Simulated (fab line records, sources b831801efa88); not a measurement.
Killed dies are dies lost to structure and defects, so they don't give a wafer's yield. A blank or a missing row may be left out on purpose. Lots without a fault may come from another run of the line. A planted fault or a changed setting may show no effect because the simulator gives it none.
Which tool did it? | flow sky130 | 15 lots, 45 wafers sampled, at 6 steps of a route of 708

WHAT THE GAUGES READ, wafer by wafer
SKY_LDD_P_CD_MEAS_07: target cd 380 nm.
lot  | measured     | on        | cd_nm (nm)
L758 | day 19 08:00 | cd_sem-02 | 379.9 380.5 381.0
L759 | day 19 20:35 | cd_sem-01 | 381.8 381.2 381.1
L761 | day 20 20:05 | cd_sem-01 | 382.5 378.5 381.5
L760 | day 20 21:35 | cd_sem-02 | 379.2 378.9 380.2
L762 | day 21 10:08 | cd_sem-02 | 378.6 376.1 376.2
L765 | day 22 10:09 | cd_sem-02 | 376.5 375.4 376.4
L766 | day 22 23:26 | cd_sem-02 | 379.1 378.2 379.9
L767 | day 23 04:28 | cd_sem-02 | 381.5 379.6 379.0
L772 | day 24 23:38 | cd_sem-01 | 377.4 378.9 378.7
L773 | day 25 07:43 | cd_sem-02 | 380.1 380.5 380.7
L774 | day 25 19:48 | cd_sem-02 | 379.5 381.2 382.4
L776 | day 26 11:02 | cd_sem-01 | 382.7 383.2 382.1
L777 | day 26 12:34 | cd_sem-02 | 374.1 377.7 377.8
L778 | day 26 21:35 | cd_sem-02 | 378.3 380.9 378.2
L779 | day 27 03:09 | cd_sem-01 | 379.1 378.9 378.9

SKY_LDD_HVN_TW_MEAS_10.
lot  | measured     | on            | LDD_HVN_TW
L758 | day 20 14:17 | film_metro-04 | 1428 1444 1436
L759 | day 21 03:41 | film_metro-02 | 1416 1426 1427
L761 | day 22 02:42 | film_metro-02 | 1406 1410 1418
L760 | day 22 04:39 | film_metro-04 | 1445 1442 1437
L762 | day 22 16:35 | film_metro-01 | 1421 1419 1415
L765 | day 23 16:41 | film_metro-04 | 30 30 30
L766 | day 24 05:38 | film_metro-04 | 30 30 30
L767 | day 24 10:32 | film_metro-01 | 30 30 30
L772 | day 26 05:27 | film_metro-01 | 1429 1424 1424
L773 | day 26 13:27 | film_metro-02 | 1415 1413 1417
L774 | day 27 01:38 | film_metro-02 | 1437 1437 1441
L776 | day 27 16:40 | film_metro-02 | 1426 1421 1430
L777 | day 27 18:11 | film_metro-04 | 1445 1455 1448
L778 | day 28 03:05 | film_metro-04 | 1450 1449 1450
L779 | day 28 08:26 | film_metro-01 | 1440 1439 1431

SKY_LDD_LDN_OVL_MEAS_07.
lot  | measured     | on         | LDD_LDN_OVL (nm)
L758 | day 23 03:11 | overlay-02 | -2.2 -1.8 -2.3
L759 | day 23 15:47 | overlay-02 | -1.5 -2.8 -3.3
L761 | day 24 14:30 | overlay-01 | 1.3 1.7 1.0
L760 | day 24 15:48 | overlay-02 | -1.8 -0.7 -1.1
L762 | day 25 04:29 | overlay-01 | -1.2 -0.4 1.3
L765 | day 26 04:08 | overlay-01 | -1.6 -1.1 -0.5
L766 | day 26 15:44 | overlay-02 | 0.3 -0.1 0.1
L767 | day 26 20:45 | overlay-01 | 1.3 0.1 0.7
L772 | day 28 15:39 | overlay-02 | -2.1 -1.5 -1.0
L773 | day 28 23:11 | overlay-01 | -0.9 -2.0 -1.4
L774 | day 29 10:39 | overlay-02 | -0.5 -0.6 1.4
L776 | day 30 01:38 | overlay-02 | -1.9 -2.1 -1.0
L777 | day 30 02:18 | overlay-02 | -1.1 -0.9 -3.7
L778 | day 30 11:26 | overlay-02 | -0.7 -1.8 -0.2
L779 | day 30 15:47 | overlay-01 | 0.3 1.7 1.1

WHICH TOOL RAN EACH LOT (tool, then ch and the chambers of the sampled wafers, then the start)
lot  | SKY_POLY_GATE_STRIP_18               | SKY_LDD_P_STRIP_10                   | SKY_LDD_HVN_STRIP_09
L758 | plasma_asher-04 ch 0,1, day 16 14:35 | plasma_asher-02 ch 0,1, day 19 08:18 | plasma_asher-01 ch 0,1, day 20 14:11
L759 | plasma_asher-04 ch 0,1, day 17 05:35 | plasma_asher-01 ch 0,1, day 19 20:53 | plasma_asher-03 ch 0,1, day 21 03:35
L761 | plasma_asher-03 ch 0,1, day 18 03:28 | plasma_asher-04 ch 0,1, day 20 20:23 | plasma_asher-03 ch 0,1, day 22 02:37
L760 | plasma_asher-04 ch 0,1, day 18 06:53 | plasma_asher-04 ch 0,1, day 20 21:52 | plasma_asher-01 ch 0,1, day 22 04:33
L762 | plasma_asher-02 ch 0, day 18 18:20   | plasma_asher-04 ch 0,1, day 21 10:26 | plasma_asher-01 ch 0,1, day 22 16:29
L765 | plasma_asher-02 ch 1, day 19 17:50   | plasma_asher-04 ch 0,1, day 22 10:26 | plasma_asher-02 ch 0, day 23 16:35
L766 | plasma_asher-03 ch 0,1, day 20 08:29 | plasma_asher-04 ch 0,1, day 22 23:44 | plasma_asher-01 ch 0,1, day 24 05:32
L767 | plasma_asher-03 ch 0,1, day 20 13:16 | plasma_asher-04 ch 0,1, day 23 04:46 | plasma_asher-03 ch 0,1, day 24 10:27
L772 | plasma_asher-03 ch 0,1, day 22 09:01 | plasma_asher-04 ch 0,1, day 24 23:56 | plasma_asher-01 ch 0,1, day 26 05:22
L773 | plasma_asher-02 ch 0,1, day 22 17:40 | plasma_asher-02 ch 0,1, day 25 08:01 | plasma_asher-03 ch 0,1, day 26 13:22
L774 | plasma_asher-03 ch 1, day 23 04:47   | plasma_asher-01 ch 1, day 25 20:05   | plasma_asher-03 ch 0,1, day 27 01:31
L776 | plasma_asher-04 ch 0,1, day 23 20:14 | plasma_asher-04 ch 0,1, day 26 11:20 | plasma_asher-02 ch 0,1, day 27 16:34
L777 | plasma_asher-04 ch 0,1, day 23 23:40 | plasma_asher-01 ch 0,1, day 26 12:52 | plasma_asher-01 ch 0,1, day 27 18:06
L778 | plasma_asher-04 ch 0,1, day 24 09:05 | plasma_asher-04 ch 0,1, day 26 21:53 | plasma_asher-03 ch 0,1, day 28 02:59
L779 | plasma_asher-03 ch 0,1, day 24 14:44 | plasma_asher-04 ch 0,1, day 27 03:26 | plasma_asher-01 ch 0,1, day 28 08:20
- SKY_POLY_GATE_STRIP_18: strips in O2/N2.
- SKY_LDD_P_STRIP_10: strips in O2/N2.
- SKY_LDD_HVN_STRIP_09: strips in O2/N2.

WHAT THE TOOLS THEMSELVES READ (means of the sampled wafers that have a number; where no wafer has one, the mark that the record gives instead)
SKY_POLY_GATE_STRIP_18.
lot  | tool            | chamber_pressure_mTorr (mTorr) | drypump_motor_current_A (A) | oes_product_au (a.u.) | strip_time_to_endpoint_s (s)
L758 | plasma_asher-04 | 1499.1                         | 5.4                         | 0.360                 | 3.11
L759 | plasma_asher-04 | 1499.6                         | 5.1                         | 0.362                 | 3.13
L761 | plasma_asher-03 | 1499.7                         | 6.2                         | 0.358                 | 3.18
L760 | plasma_asher-04 | 1501.2                         | 5.1                         | 0.352                 | 3.10
L762 | plasma_asher-02 | 1500.4                         | 5.8                         | 0.363                 | 3.20
L765 | plasma_asher-02 | 1500.7                         | 6.0                         | 0.363                 | 3.14
L766 | plasma_asher-03 | 1500.9                         | 6.2                         | 0.357                 | 3.14
L767 | plasma_asher-03 | 1499.2                         | 6.2                         | 0.360                 | 3.15
L772 | plasma_asher-03 | 1500.2                         | 6.2                         | 0.368                 | 3.22
L773 | plasma_asher-02 | 1498.9                         | 5.9                         | 0.361                 | 3.14
L774 | plasma_asher-03 | 1500.9                         | 6.2                         | 0.360                 | 3.16
L776 | plasma_asher-04 | 1500.5                         | 5.1                         | 0.358                 | 3.10
L777 | plasma_asher-04 | 1498.9                         | 5.4                         | 0.358                 | 3.13
L778 | plasma_asher-04 | 1501.7                         | 5.4                         | 0.362                 | 3.22
L779 | plasma_asher-03 | 1499.2                         | 6.2                         | 0.358                 | 3.16

SKY_LDD_P_STRIP_10.
lot  | tool            | chamber_pressure_mTorr (mTorr) | drypump_motor_current_A (A) | oes_product_au (a.u.) | strip_time_to_endpoint_s (s)
L758 | plasma_asher-02 | 1500.7                         | 5.9                         | 0.716                 | 14.12
L759 | plasma_asher-01 | 1499.7                         | 5.6                         | 0.716                 | 14.21
L761 | plasma_asher-04 | 1499.9                         | 5.4                         | 0.720                 | 14.17
L760 | plasma_asher-04 | 1500.6                         | 5.1                         | 0.715                 | 14.20
L762 | plasma_asher-04 | 1500.3                         | 5.4                         | 0.717                 | 14.26
L765 | plasma_asher-04 | -                              | -                           | -                     | -
L766 | plasma_asher-04 | -                              | -                           | -                     | -
L767 | plasma_asher-04 | -                              | -                           | -                     | -
L772 | plasma_asher-04 | 1499.5                         | 5.1                         | 0.714                 | 14.19
L773 | plasma_asher-02 | 1500.7                         | 5.9                         | 0.714                 | 14.21
L774 | plasma_asher-01 | 1498.6                         | 5.3                         | 0.716                 | 14.14
L776 | plasma_asher-04 | 1499.4                         | 5.1                         | 0.715                 | 14.20
L777 | plasma_asher-01 | 1499.5                         | 5.6                         | 0.713                 | 14.22
L778 | plasma_asher-04 | 1499.9                         | 5.4                         | 0.715                 | 14.18
L779 | plasma_asher-04 | 1500.0                         | 5.4                         | 0.714                 | 14.11

SKY_LDD_HVN_STRIP_09.
lot  | tool            | chamber_pressure_mTorr (mTorr) | drypump_motor_current_A (A) | oes_product_au (a.u.) | strip_time_to_endpoint_s (s)
L758 | plasma_asher-01 | 1500.6                         | 5.4                         | 0.407                 | 4.140
L759 | plasma_asher-03 | 1500.3                         | 6.2                         | 0.402                 | 4.112
L761 | plasma_asher-03 | 1499.9                         | 6.2                         | 0.409                 | 4.119
L760 | plasma_asher-01 | 1500.5                         | 5.4                         | 0.408                 | 4.133
L762 | plasma_asher-01 | 1502.0                         | 5.4                         | 0.410                 | 4.128
L765 | plasma_asher-02 | 1500.2                         | 5.8                         | 0.714                 | 21.791
L766 | plasma_asher-01 | 1498.1                         | 5.4                         | 0.724                 | 21.792
L767 | plasma_asher-03 | 1501.5                         | 6.2                         | 0.713                 | 21.737
L772 | plasma_asher-01 | 1499.9                         | 5.6                         | 0.408                 | 4.098
L773 | plasma_asher-03 | 1499.8                         | 6.2                         | 0.406                 | 4.125
L774 | plasma_asher-03 | 1501.1                         | 6.3                         | 0.409                 | 4.143
L776 | plasma_asher-02 | 1500.3                         | 5.9                         | 0.406                 | 4.130
L777 | plasma_asher-01 | 1501.5                         | 5.4                         | 0.409                 | 4.137
L778 | plasma_asher-03 | 1498.4                         | 6.2                         | 0.406                 | 4.131
L779 | plasma_asher-01 | 1500.5                         | 5.6                         | 0.412                 | 4.120

THE ANSWER, worked out from the rows above alone
Rule: what is usual is taken from the lots themselves. Put in order of their means at a reading, lots are off if they are a third of the lots or fewer, leave a main group of 4 or more, and stand apart from it by a gap of 3 or more times the standard deviation of the main group's means; of several such gaps the widest counts. A main group whose means are all the same, to the digits that the tables above print for the reading, isn't used. A lot without any number at a reading at which 4 lots or more have one is off too. The other lots that the step has rows for count as sound. The gauges are gone through in route order, then the tools' own readings, and for those a lot's mean is taken as printed above. The first step at which some lot is off is used, and at that step the reading that is off furthest; a lot without a number counts as furthest.
Off: L765, L766, L767, at SKY_LDD_HVN_TW_MEAS_10 (LDD_HVN_TW). The main group: mean 1431, standard deviation 12.
A tool fits if, at a process step before that reading, it ran every lot that is off, and no sound lot after the first of them. The gauges at SKY_LDD_HVN_TW_MEAS_10 aren't tried: what is off there is off at SKY_LDD_P_STRIP_10 too, on other tools, and a gauge's error can't cause that. None of those tried fits.

WHAT THE SIMULATOR HAD PUT IN
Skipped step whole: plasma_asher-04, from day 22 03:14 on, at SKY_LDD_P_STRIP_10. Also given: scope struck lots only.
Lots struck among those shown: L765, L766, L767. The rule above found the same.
